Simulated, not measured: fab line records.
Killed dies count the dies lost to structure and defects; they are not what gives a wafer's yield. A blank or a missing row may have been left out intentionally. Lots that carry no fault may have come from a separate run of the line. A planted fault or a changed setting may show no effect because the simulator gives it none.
fab line records | flow sky130
record: lots: 6 | wafers: 18 | lastDay: 50
route steps=708 shown METAL4@622 PAD_OPEN@708
lots that met no fault: from a run of the same line without faults
startH: start of the lot's first displayed wafer, in hours after the record's first day | waitH: hours from the lot's prior step to this one | " same as the row above | L1.1+2: a single row standing in for several wafers | - value missing, or start not given | * or withheld: withheld | < > ~ a bound
route shown NAME@n: a module of which the file shows steps, and the number in the route of the first | usual: mean/standard deviation taken from wafers without a fault | same: alike in all rows | chamber/n: place in a boat | sites: the reading at each site | _std_site: how widely they spread, as a standard deviation | _edge_site: mean of outer sites minus mean of inner sites | radiusMm: how far each site lies from the wafer's centre | mask NAME#n: copy n | behind: the tool/chamber that last shaped the wafer | hold: reason for holding the lot/hours on hold/outcome of the hold | device: whichever transistor did not switch (one of n, p or np) | end of line: tests run on the same wafers once the route is complete | a step given without rows: its recipe and nothing more | killed: count of dies lost to structure and defects at first sort (not the wafer's yield) | map: shows each die of a wafer: x if killed, . if not, _ if none is there
set.NAME: the run value of the setting; set.NAME@STEP: its run value at that earlier step | model.NAME: the simulator's own value behind a step, which no gauge read
a table for each step, a row for each wafer; lots at some steps of the route
services: when a tool's chamber went out of use (startH, in hours from the record's first day, below 0 if earlier), for how many hours, and the reason
== steps ==
step: SKY_METAL4_HMDS_06
recipe: primeTimeS: 60 | primeTempC: 120
step: SKY_METAL4_COAT_07
recipe: resist: BARC | tempC: withheld | timeS: withheld | spinRpm: 3000 | resistThkNm: 60
step: SKY_METAL4_COAT_08
recipe: resist: KrF-thick | spinRpm: 3000 | resistThkNm: 1140
step: SKY_METAL4_SOFTBAKE_09
recipe: tempC: 100 | timeS: 90 | resist: KrF-thick
step: SKY_METAL4_EXPOSE_10
recipe: maskId: MM4 | na: 0.68 | sourceShape: annular | sigmaInner: 0.4 | sigmaOuter: 0.8 | targetCdNm: 300 | doseMj: 28
step: SKY_METAL4_PEB_11
recipe: pebTempC: withheld | pebTimeS: withheld | resist: KrF-thick
step: SKY_METAL4_DEVELOP_12
recipe: developTimeS: 60 | resist: KrF-thick | devTempC: 21
step: SKY_METAL4_CD_MEAS_13
recipe: targetCdNm: 300
usual: cdNm: 299.7/1.4
lot.wafer | tool     | chamber | startH  | waitH | cdNm
L447.1    | cdSem-02 | -       | 1001.19 | -     | 299.6
L447.2    | "        | -       | "       | "     | 299.0
L447.3    | "        | -       | "       | "     | 298.3
L448.1    | cdSem-02 | -       | 1010.14 | -     | 300.8
L448.3    | "        | -       | "       | "     | 302.0
L448.4    | "        | -       | "       | "     | 299.9
L455.3    | cdSem-02 | -       | 1092.83 | -     | 301.3
L455.4    | "        | -       | "       | "     | 300.0
L455.6    | "        | -       | "       | "     | 300.1
L456.4    | cdSem-02 | -       | 1098.10 | -     | 301.5
L456.5    | "        | -       | "       | "     | 300.5
L456.6    | "        | -       | "       | "     | 300.4
L461.4    | cdSem-02 | -       | 1104.75 | -     | 296.6
L461.5    | "        | -       | "       | "     | 296.8
L461.6    | "        | -       | "       | "     | 296.4
L464.3    | cdSem-02 | -       | 1110.33 | -     | 299.0
L464.4    | "        | -       | "       | "     | 298.3
L464.6    | "        | -       | "       | "     | 300.3
step: SKY_METAL4_OVL_MEAS_14
usual: METAL4_OVL: -2/5.4
lot.wafer | tool       | chamber | startH  | waitH | METAL4_OVL[nm]
L447.1    | overlay-01 | -       | 1001.31 | 0.1   | 10
L447.2    | "          | -       | "       | "     | 2
L447.3    | "          | -       | "       | "     | 2
L448.1    | overlay-02 | -       | 1010.26 | 0.1   | -5
L448.3    | "          | -       | "       | "     | -2
L448.4    | "          | -       | "       | "     | -10
L455.3    | overlay-02 | -       | 1092.92 | 0.1   | 2
L455.4    | "          | -       | "       | "     | 3
L455.6    | "          | -       | "       | "     | -7
L456.4    | overlay-01 | -       | 1098.18 | 0.1   | -5
L456.5    | "          | -       | "       | "     | 1
L456.6    | "          | -       | "       | "     | 1
L461.4    | overlay-01 | -       | 1104.83 | 0.1   | 6
L461.5    | "          | -       | "       | "     | -2
L461.6    | "          | -       | "       | "     | 1
L464.3    | overlay-02 | -       | 1110.42 | 0.1   | -15
L464.4    | "          | -       | "       | "     | -1
L464.6    | "          | -       | "       | "     | -1
step: SKY_METAL4_DESCUM_15
recipe: chemistry: O2 | sourcePowerW: 150 | biasPowerW: 0 | pressureMtorr: 10 | tempC: 40 | timeS: 8
usual: drypumpMotorCurrentA: 6.07/0.25 | oesProductAu: 0.992/0.01
same: biasPowerW: 0
lot.wafer | tool        | chamber | startH  | waitH | drypumpMotorCurrentA | oesProductAu | rfHoursCounterH
L447.1    | rieMetal-03 | 1       | 1001.34 | 0.0   | 6.17                 | 0.984        | 10
L447.2    | "           | 1       | "       | "     | 6.19                 | 0.995        | -
L447.3    | "           | 1       | "       | "     | 6.17                 | 0.979        | -
L448.1    | rieMetal-03 | 1       | 1010.30 | 0.0   | 6.14                 | 0.993        | 11
L448.3    | "           | 1       | "       | "     | 6.16                 | 0.993        | -
L448.4    | "           | 1       | "       | "     | 6.16                 | 0.995        | -
L455.3    | rieMetal-01 | 1       | 1092.95 | 0.0   | 6.24                 | 1.008        | -
L455.4    | "           | 0       | "       | "     | 5.53                 | 1.003        | -
L455.6    | "           | 1       | "       | "     | 6.26                 | 1.008        | -
L456.4    | rieMetal-03 | 1       | 1098.21 | 0.0   | 6.18                 | 0.992        | -
L456.5    | "           | 0       | "       | "     | 5.75                 | 1.012        | -
L456.6    | "           | 1       | "       | "     | 6.20                 | 1.002        | -
L461.4    | rieMetal-04 | 1       | 1104.86 | 0.0   | 6.33                 | 0.967        | -
L461.5    | "           | 1       | "       | "     | 6.32                 | 0.976        | -
L461.6    | "           | 0       | "       | "     | 6.10                 | 0.985        | -
L464.3    | rieMetal-01 | 0       | 1110.46 | 0.0   | 5.51                 | 1.005        | -
L464.4    | "           | 1       | "       | "     | 6.24                 | 1.003        | -
L464.6    | "           | 1       | "       | "     | 6.24                 | 1.004        | -
step: SKY_METAL4_ETCH_16
recipe: chemistry: N2/H2 | target: BARC | ionEnergyEv: 200 | biasW: 100 | pressureMtorr: 30 | n2FlowSccm: 100 | h2FlowSccm: 200 | icpW: 500 | stopOn: SiO2 | timeS: 88.2 | targetDepthA: 600
usual: drypumpMotorCurrentA: 6.08/0.26 | oesProductAu: 0.625/0.0046 | throttleValvePct: 13.205/0.0096
lot.wafer | tool        | chamber | startH  | waitH | drypumpMotorCurrentA | oesProductAu | rfHoursCounterH | throttleValvePct
L447.1    | rieMetal-03 | 1       | 1001.40 | 0.1   | 6.17                 | 0.623        | 10              | 13.200
L447.2    | "           | 1       | "       | "     | 6.16                 | 0.628        | -               | 13.199
L447.3    | "           | 1       | "       | "     | 6.14                 | 0.628        | -               | 13.195
L448.1    | rieMetal-03 | 1       | 1010.36 | 0.1   | 6.19                 | 0.635        | 11              | 13.189
L448.3    | "           | 1       | "       | "     | 6.19                 | 0.624        | -               | 13.211
L448.4    | "           | 1       | "       | "     | 6.19                 | 0.617        | -               | 13.219
L455.3    | rieMetal-01 | 1       | 1093.01 | 0.0   | 6.23                 | 0.627        | -               | 13.200
L455.4    | "           | 0       | "       | "     | 5.51                 | 0.628        | -               | 13.201
L455.6    | "           | 1       | "       | "     | 6.21                 | 0.631        | -               | 13.210
L456.4    | rieMetal-03 | 1       | 1098.26 | 0.0   | 6.20                 | 0.623        | -               | 13.203
L456.5    | "           | 0       | "       | "     | 5.77                 | 0.627        | -               | 13.211
L456.6    | "           | 1       | "       | "     | 6.23                 | 0.623        | -               | 13.217
L461.4    | rieMetal-04 | 1       | 1104.91 | 0.0   | 6.33                 | 0.626        | -               | 13.207
L461.5    | "           | 1       | "       | "     | 6.33                 | 0.628        | -               | 13.218
L461.6    | "           | 0       | "       | "     | 6.08                 | 0.630        | -               | 13.225
L464.3    | rieMetal-01 | 0       | 1110.51 | 0.0   | 5.51                 | 0.627        | -               | 13.193
L464.4    | "           | 1       | "       | "     | 6.24                 | 0.629        | -               | 13.196
L464.6    | "           | 1       | "       | "     | 6.25                 | 0.622        | -               | 13.212
step: SKY_METAL4_ETCH_17
recipe: target: SiO2 | stopOn: TiN | chemistry: C4F8/O2/Ar | sourceW: 1500 | biasW: 1200 | pressureMtorr: 40 | c4f8FlowSccm: withheld | O2_flow_sccm: 6 | Ar_flow_sccm: 300 | timeS: 3.9 | targetDepthA: 150
usual: oesProductAu: 0.752/0.0076
lot.wafer | tool       | chamber | startH  | waitH | oesProductAu | rfHoursCounterH
L447.1    | rieDiel-04 | 1       | 1001.60 | 0.2   | 0.758        | 26
L447.2    | "          | 3       | "       | "     | 0.745        | 10
L447.3    | "          | 2       | "       | "     | 0.748        | 15
L448.1    | rieDiel-02 | 0       | 1010.56 | 0.2   | 0.744        | 15
L448.3    | "          | 3       | "       | "     | 0.758        | 19
L448.4    | "          | 1       | "       | "     | 0.765        | -
L455.3    | rieDiel-04 | 1       | 1093.07 | 0.0   | 0.752        | 29
L455.4    | "          | 0       | "       | "     | 0.754        | 28
L455.6    | "          | 0       | "       | "     | 0.755        | -
L456.4    | rieDiel-03 | 0       | 1098.33 | 0.0   | 0.753        | 21
L456.5    | "          | 1       | "       | "     | 0.749        | -
L456.6    | "          | 2       | "       | "     | 0.756        | -
L461.4    | rieDiel-04 | 1       | 1104.98 | 0.0   | 0.757        | 30
L461.5    | "          | 1       | "       | "     | 0.742        | -
L461.6    | "          | 2       | "       | "     | 0.767        | -
L464.3    | rieDiel-03 | 2       | 1110.58 | 0.0   | 0.750        | 23
L464.4    | "          | 3       | "       | "     | 0.748        | 22
L464.6    | "          | 3       | "       | "     | 0.759        | -
step: SKY_METAL4_METAL_ETCH_18
recipe: targetDepthA: 8450 | stopOn: SiO2 | overEtchFrac: 0.3 | timeS: 183.1 | chemistry: Cl2/BCl3 | resistSidewallDeg: 88 | pressureMtorr: 10 | icpW: 900 | biasW: 48.5 | Cl2_flow_sccm: 60 | bcl3FlowSccm: 30
usual: drypumpMotorCurrentA: 6.01/0.29 | oesProductAu: 0.864/0.0074 | throttleValvePct: 22.264/0.009
lot.wafer | tool        | chamber | startH  | waitH | drypumpMotorCurrentA | oesProductAu | rfHoursCounterH | throttleValvePct | model.etch.depthNm | model.METAL4.featureDepthNm | model.KrF-thick_of_METAL4_COAT_08.thkNm
L447.1    | rieMetal-04 | 0       | 1001.62 | 0.0   | 6.07                 | 0.868        | 14              | 22.268           | 863.7              | 863.7                       | 536
L447.2    | "           | 1       | "       | "     | 6.33                 | 0.870        | 11              | 22.256           | 870.6              | 870.6                       | 535.3
L447.3    | "           | 0       | "       | "     | 6.07                 | 0.867        | -               | 22.258           | 864.6              | 864.6                       | 527.2
L448.1    | rieMetal-01 | 1       | 1010.58 | 0.0   | 6.25                 | 0.875        | 4               | 22.258           | 873                | 873                         | 528.8
L448.3    | "           | 0       | "       | "     | 5.52                 | 0.864        | -               | 22.250           | 865.8              | 865.8                       | 532.8
L448.4    | "           | 1       | "       | "     | 6.24                 | 0.882        | -               | 22.272           | 875.9              | 875.9                       | 534.9
L455.3    | rieMetal-04 | 0       | 1093.15 | 0.1   | 6.07                 | 0.698        | -               | 22.264           | 573.1              | 573.1                       | 791.1
L455.4    | "           | 1       | "       | "     | 6.32                 | 0.694        | -               | 22.275           | 570.7              | 570.7                       | 791.6
L455.6    | "           | 1       | "       | "     | 6.30                 | 0.699        | -               | 22.267           | 566.5              | 566.5                       | 795.2
L456.4    | rieMetal-04 | 0       | 1098.41 | 0.1   | 6.06                 | 0.699        | -               | 22.262           | 569.5              | 569.5                       | 795.3
L456.5    | "           | 0       | "       | "     | 6.08                 | 0.703        | -               | 22.272           | 574.7              | 574.7                       | 791.6
L456.6    | "           | 1       | "       | "     | 6.35                 | 0.708        | -               | 22.272           | 567.6              | 567.6                       | 796
L461.4    | rieMetal-03 | 0       | 1105.06 | 0.1   | 5.73                 | 0.879        | -               | 22.263           | 871.8              | 871.8                       | 526.7
L461.5    | "           | 0       | "       | "     | 5.75                 | 0.861        | -               | 22.279           | 864.2              | 864.2                       | 526.8
L461.6    | "           | 1       | "       | "     | 6.19                 | 0.870        | -               | 22.269           | 863.7              | 863.7                       | 528.4
L464.3    | rieMetal-03 | 0       | 1110.71 | 0.1   | 5.74                 | 0.875        | -               | 22.259           | 869.4              | 869.4                       | 516.4
L464.4    | "           | 0       | "       | "     | 5.74                 | 0.874        | -               | 22.277           | 870.5              | 870.5                       | 518.9
L464.6    | "           | 0       | "       | "     | 5.75                 | 0.867        | -               | 22.283           | 861.9              | 861.9                       | 520.4
step: SKY_METAL4_STRIP_19
recipe: chemistry: O2/N2 | powerW: 1400 | pressureMtorr: 1500 | platenTempC: withheld | o2FlowSccm: 3000 | n2FlowSccm: 300 | overashFraction: 0.5
usual: drypumpMotorCurrentA: 6.1/0.53 | oesProductAu: 0.505/0.0056 | stripTimeToEndpointS: 6.60/0.087
lot.wafer | tool           | chamber | startH  | waitH | drypumpMotorCurrentA | oesProductAu | rfHoursCounterH | stripTimeToEndpointS
L447.1    | plasmaAsher-03 | 0       | 1001.80 | 0.1   | 5.7                  | 0.512        | 60              | 6.61
L447.2    | "              | 1       | "       | "     | 6.3                  | 0.505        | 60              | 6.63
L447.3    | "              | 0       | "       | "     | 5.6                  | 0.502        | -               | 6.54
L448.1    | plasmaAsher-01 | 0       | 1010.75 | 0.1   | 6.3                  | 0.503        | 89              | 6.55
L448.3    | "              | 1       | "       | "     | 6.4                  | 0.510        | -               | 6.60
L448.4    | "              | 0       | "       | "     | 6.3                  | 0.515        | -               | 6.61
L455.3    | plasmaAsher-03 | 1       | 1093.30 | 0.1   | 6.3                  | 0.611        | -               | 9.13
L455.4    | "              | 0       | "       | "     | 5.7                  | 0.611        | -               | 9.12
L455.6    | "              | 1       | "       | "     | 6.4                  | 0.607        | -               | 9.17
L456.4    | plasmaAsher-03 | 0       | 1098.56 | 0.1   | 5.7                  | 0.618        | -               | 9.16
L456.5    | "              | 0       | "       | "     | 5.6                  | 0.613        | -               | 9.13
L456.6    | "              | 1       | "       | "     | 6.3                  | 0.609        | -               | 9.18
L461.4    | plasmaAsher-04 | 1       | 1105.21 | 0.1   | 6.8                  | 0.512        | -               | 6.52
L461.5    | "              | 0       | "       | "     | 5.2                  | 0.501        | -               | 6.54
L461.6    | "              | 1       | "       | "     | 6.7                  | 0.504        | -               | 6.56
L464.3    | plasmaAsher-04 | 0       | 1110.98 | 0.2   | 5.2                  | 0.502        | -               | 6.43
L464.4    | "              | 1       | "       | "     | 6.8                  | 0.499        | -               | 6.47
L464.6    | "              | 1       | "       | "     | 6.8                  | 0.499        | -               | 6.49
step: SKY_METAL4_STRIP_20
recipe: chemistry: postEtchResidueRemover | timeS: 1200 | tempC: 72.5
step: SKY_PAD_OPEN_PROBE_99
usual: defectLimitedYield: 82.6/2 | killed_at_M0_to_M3: 43/7.3 | killed_at_M4_up: 3.4/1.7 | killedAtContacts: 24/4.5 | killedAtFrontEnd: 16/4.4 | killedAtOther: 0.2/0.51 | killedDies: 86/9.7 | killedOnRim: 17/3.7 | killedOpen: 46/6.6 | killedShort: 39/7.1 | sort_bin_3_pad_short: 0.9/0.45 | sort_bin_5_function: 10.4/1.4 | sort_bin_6_memory: 6.2/1.2 | sortNPass: 406/9.7 | sortYieldPct: 82.6/2
same: grossDies: 492 | killedAtBackSide: 0 | sort_bin_4_leakage[%]: 0 | sort_bin_8_speed[%]: 0
lot.wafer | tool      | chamber | startH  | waitH | defectLimitedYield[%] | killed_at_M0_to_M3 | killed_at_M4_up | killedAtContacts | killedAtFrontEnd | killedAtOther | killedDies | killedOnRim | killedOpen | killedShort | sort_bin_3_pad_short[%] | sort_bin_5_function[%] | sort_bin_6_memory[%] | sortNPass | sortYieldPct[%]
L447.1    | prober-01 | -       | 1095.07 | 0.1   | 83.1                  | 41                 | 1               | 22               | 18               | 1             | 83         | 20          | 57         | 25          | 0.6                     | 10.0                   | 6.3                  | 409       | 83.1
L447.2    | prober-01 | -       | 1095.12 | 0.1   | 83.7                  | 43                 | 4               | 21               | 12               | 0             | 80         | 16          | 47         | 33          | 0.4                     | 9.6                    | 6.3                  | 412       | 83.7
L447.3    | prober-01 | -       | 1095.17 | 0.2   | 82.3                  | 40                 | 2               | 24               | 20               | 1             | 87         | 16          | 40         | 46          | 0.6                     | 9.6                    | 7.5                  | 405       | 82.3
L455.3    | prober-01 | -       | 1175.53 | 0.2   | 0                     | 42                 | 413             | 25               | 12               | 0             | 492        | 96          | 47         | 36          | 1.0                     | 92.5                   | 6.5                  | 0         | 0
L455.4    | prober-01 | -       | 1175.58 | 0.2   | 0                     | 34                 | 424             | 21               | 12               | 1             | 492        | 96          | 35         | 33          | 0.6                     | 94.1                   | 5.3                  | 0         | 0
L455.6    | prober-01 | -       | 1175.68 | 0.2   | 0                     | 38                 | 413             | 21               | 20               | 0             | 492        | 96          | 43         | 38          | 0.6                     | 93.1                   | 6.3                  | 0         | 0
L456.4    | prober-01 | -       | 1180.61 | 0.2   | 0                     | 37                 | 403             | 26               | 25               | 1             | 492        | 96          | 41         | 49          | 0.6                     | 93.9                   | 5.5                  | 0         | 0
L456.5    | prober-01 | -       | 1180.66 | 0.2   | 0                     | 50                 | 403             | 23               | 16               | 0             | 492        | 96          | 52         | 37          | 0.6                     | 92.1                   | 7.3                  | 0         | 0
L456.6    | prober-01 | -       | 1180.71 | 0.2   | 0                     | 57                 | 392             | 25               | 18               | 0             | 492        | 96          | 54         | 47          | 1.4                     | 91.9                   | 6.7                  | 0         | 0
L461.4    | prober-01 | -       | 1185.44 | 0.2   | 82.9                  | 39                 | 5               | 22               | 18               | 0             | 84         | 16          | 44         | 38          | 0.6                     | 10.6                   | 5.9                  | 408       | 82.9
L461.5    | prober-01 | -       | 1185.49 | 0.2   | 81.7                  | 49                 | 3               | 21               | 17               | 0             | 90         | 17          | 54         | 36          | 1.4                     | 10.8                   | 6.1                  | 402       | 81.7
L461.6    | prober-01 | -       | 1185.54 | 0.2   | 80.5                  | 53                 | 1               | 26               | 16               | 0             | 96         | 25          | 53         | 42          | 0.8                     | 12.2                   | 6.5                  | 396       | 80.5
killed by level:class
L447.1 VIA1:geometricParticle:open=12 VIA3:geometricParticle:open=12 CONTACT:geometricParticle:open=11 FIELD_ISO:geometricParticle:open=6 METAL2:geometricParticle:short=5 VIA2:geometricParticle:open=5 LI_CONTACT:geometricParticle:open=4 CONTACT:geometricParticle:short=4
L447.2 VIA1:geometricParticle:open=12 LI_CONTACT:geometricParticle:open=8 VIA3:geometricParticle:open=8 CONTACT:geometricParticle:short=6 METAL2:geometricParticle:short=5 VIA2:geometricParticle:open=5 POLY_GATE:geometricParticle:short=4 SPACER:geometricParticle:open=4
L447.3 VIA3:geometricParticle:open=10 CONTACT:geometricParticle:open=7 POLY_GATE:geometricParticle:short=6 METAL1:geometricParticle:short=6 VIA1:geometricParticle:open=6 FIELD_ISO:geometricParticle:short=5 FIELD_ISO:geometricParticle:open=5 LI_CONTACT:geometricParticle:open=5
L455.3 METAL4:areaEtch=407 VIA1:geometricParticle:open=10 METAL1:geometricParticle:short=7 CONTACT:geometricParticle:open=7 LI_CONTACT:geometricParticle:open=6 LI_CONTACT:geometricParticle:short=5 VIA3:geometricParticle:short=5 VIA2:geometricParticle:open=5
L455.4 METAL4:areaEtch=422 VIA2:geometricParticle:open=7 LI_CONTACT:geometricParticle:open=6 CONTACT:geometricParticle:short=6 CONTACT:geometricParticle:open=5 METAL1:geometricParticle:open=5 LI_CONTACT:geometricParticle:short=4 METAL1:geometricParticle:short=4
L455.6 METAL4:areaEtch=411 FIELD_ISO:geometricParticle:open=7 METAL1:geometricParticle:short=7 VIA1:geometricParticle:open=7 METAL2:geometricParticle:short=6 CONTACT:geometricParticle:open=5 VIA2:geometricParticle:short=5 POLY_GATE:geometricParticle:short=4
L456.4 METAL4:areaEtch=402 LI_CONTACT:geometricParticle:open=10 VIA1:geometricParticle:open=10 FIELD_ISO:geometricParticle:short=9 LOCAL_INTERCONNECT:geometricParticle:short=6 VIA1:geometricParticle:short=6 FIELD_ISO:geometricParticle:open=5 VIA2:geometricParticle:open=5
L456.5 METAL4:areaEtch=403 VIA1:geometricParticle:open=19 VIA2:geometricParticle:open=8 LI_CONTACT:geometricParticle:open=7 CONTACT:geometricParticle:open=7 METAL1:geometricParticle:short=7 VIA3:geometricParticle:short=5 POLY_GATE:geometricParticle:short=4
L456.6 METAL4:areaEtch=391 CONTACT:geometricParticle:open=11 METAL1:geometricParticle:short=10 VIA1:geometricParticle:open=10 VIA3:geometricParticle:open=7 METAL2:geometricParticle:short=6 VIA2:geometricParticle:short=6 FIELD_ISO:geometricParticle:short=5
L461.4 VIA1:geometricParticle:open=16 LI_CONTACT:geometricParticle:open=7 METAL1:geometricParticle:short=6 POLY_GATE:geometricParticle:short=5 CONTACT:geometricParticle:open=5 METAL2:geometricParticle:short=5 POLY_GATE:geometricParticle:open=4 CONTACT:geometricParticle:short=4
L461.5 VIA3:geometricParticle:open=12 CONTACT:geometricParticle:open=10 VIA2:geometricParticle:open=8 VIA1:geometricParticle:open=6 FIELD_ISO:geometricParticle:open=5 METAL2:geometricParticle:short=5 METAL1:geometricParticle:short=5 POLY_GATE:geometricParticle:open=4
L461.6 VIA1:geometricParticle:open=16 LI_CONTACT:geometricParticle:open=9 METAL1:geometricParticle:short=8 CONTACT:geometricParticle:short=7 VIA3:geometricParticle:open=7 CONTACT:geometricParticle:open=4 VIA1:geometricParticle:short=4 METAL2:geometricParticle:short=4
map L455.3 (x killed, . not)
__________xxxxxxxxxx_________
________xxxxxxxxxxxxxx_______
______xxxxxxxxxxxxxxxxxx_____
_____xxxxxxxxxxxxxxxxxxxx____
____xxxxxxxxxxxxxxxxxxxxxx___
___xxxxxxxxxxxxxxxxxxxxxxxx__
__xxxxxxxxxxxxxxxxxxxxxxxxxx_
_xxxxxxxxxxxxxxxxxxxxxxxxxxxx
_xxxxxxxxxxxxxxxxxxxxxxxxxxxx
_xxxxxxxxxxxxxxxxxxxxxxxxxxxx
_xxxxxxxxxxxxxxxxxxxxxxxxxxxx
_xxxxxxxxxxxxxxxxxxxxxxxxxxxx
_xxxxxxxxxxxxxxxxxxxxxxxxxxxx
_xxxxxxxxxxxxxxxxxxxxxxxxxxxx
_xxxxxxxxxxxxxxxxxxxxxxxxxxxx
__xxxxxxxxxxxxxxxxxxxxxxxxxx_
___xxxxxxxxxxxxxxxxxxxxxxxx__
____xxxxxxxxxxxxxxxxxxxxxx___
_____xxxxxxxxxxxxxxxxxxxx____
______xxxxxxxxxxxxxxxxxx_____
________xxxxxxxxxxxxxx_______
__________xxxxxxxxxx_________
map L456.4 (x killed, . not)
__________xxxxxxxxxx_________
________xxxxxxxxxxxxxx_______
______xxxxxxxxxxxxxxxxxx_____
_____xxxxxxxxxxxxxxxxxxxx____
____xxxxxxxxxxxxxxxxxxxxxx___
___xxxxxxxxxxxxxxxxxxxxxxxx__
__xxxxxxxxxxxxxxxxxxxxxxxxxx_
_xxxxxxxxxxxxxxxxxxxxxxxxxxxx
_xxxxxxxxxxxxxxxxxxxxxxxxxxxx
_xxxxxxxxxxxxxxxxxxxxxxxxxxxx
_xxxxxxxxxxxxxxxxxxxxxxxxxxxx
_xxxxxxxxxxxxxxxxxxxxxxxxxxxx
_xxxxxxxxxxxxxxxxxxxxxxxxxxxx
_xxxxxxxxxxxxxxxxxxxxxxxxxxxx
_xxxxxxxxxxxxxxxxxxxxxxxxxxxx
__xxxxxxxxxxxxxxxxxxxxxxxxxx_
___xxxxxxxxxxxxxxxxxxxxxxxx__
____xxxxxxxxxxxxxxxxxxxxxx___
_____xxxxxxxxxxxxxxxxxxxx____
______xxxxxxxxxxxxxxxxxx_____
________xxxxxxxxxxxxxx_______
__________xxxxxxxxxx_________
== services ==
tool           | chamber | startH  | hours | kind
plasmaAsher-04 | -       | 980.15  | 4.3   | pm
rieMetal-01    | -       | 980.42  | 0.4   | repair
plasmaAsher-01 | -       | 995.79  | 9.6   | repair
rieMetal-03    | 0       | 997.53  | -     | clean
rieMetal-03    | 0       | 997.53  | 24.1  | scheduledDown
rieMetal-03    | 0       | 997.53  | 24.1  | ventCycle
rieDiel-04     | -       | 1007.82 | 2.8   | pm
rieDiel-02     | 2       | 1009.68 | 12.5  | repair
plasmaAsher-03 | -       | 1010.90 | 2.8   | pm
rieDiel-04     | -       | 1028.51 | 0.6   | repair
rieDiel-02     | 2       | 1033.80 | 4.3   | repair
rieMetal-04    | 1       | 1048.17 | 2.6   | repair
rieDiel-03     | 2       | 1055.07 | 6.5   | repair
rieMetal-04    | 0       | 1056.61 | 1.1   | repair
rieDiel-04     | -       | 1063.35 | 0.6   | repair
plasmaAsher-04 | -       | 1071.51 | 1.7   | repair
plasmaAsher-04 | -       | 1076.18 | 2.8   | pm
plasmaAsher-01 | -       | 1084.12 | 15.0  | repair
plasmaAsher-04 | -       | 1098.00 | 0.7   | repair
plasmaAsher-01 | -       | 1099.07 | 2.8   | pm
plasmaAsher-01 | -       | 1101.82 | 4.3   | pm
rieMetal-03    | 1       | 1110.38 | 10.4  | repair
== key ==
firstSign: step: SKY_METAL4_METAL_ETCH_18 | reading: oesProductAu | direction: down | sigmas: 22 | usual: 0.864 | struck: 0.700
effect: step: SKY_METAL4_STRIP_19 | reading: stripTimeToEndpointS | direction: up | sigmas: 29 | usual: * | struck: *
effect: step: SKY_PAD_OPEN_PROBE_99 | reading: killed_at_M4_up | direction: up | sigmas: 99+ | usual: 3.4 | struck: 408
modelEffect: step: SKY_METAL4_METAL_ETCH_18 | value: etch.depthNm | without: 863.9 | struck: 570.4
moreKillsBornAt: SKY_METAL4_METAL_ETCH_18@rieMetal-04: 2436
metAt SKY_METAL4_METAL_ETCH_18
struckWafers L455.3,L455.4,L455.6,L456.4,L456.5,L456.6
laterRowsLeftOut L455.3,L455.4,L455.6,L456.4,L456.5,L456.6
onsetBetween 1001.62 1093.15
fault: kind: processParameterDrift | tool: rieMetal-04 | chamber: - | onsetH: 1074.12 | steps: SKY_METAL4_METAL_ETCH_18 | channel: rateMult | offset: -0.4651 | shape: step | endH: 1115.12
laterRowsLeftOut: the simulator's readings of these wafers behind a module that went badly wrong aren't trusted and aren't shown, but for the sort
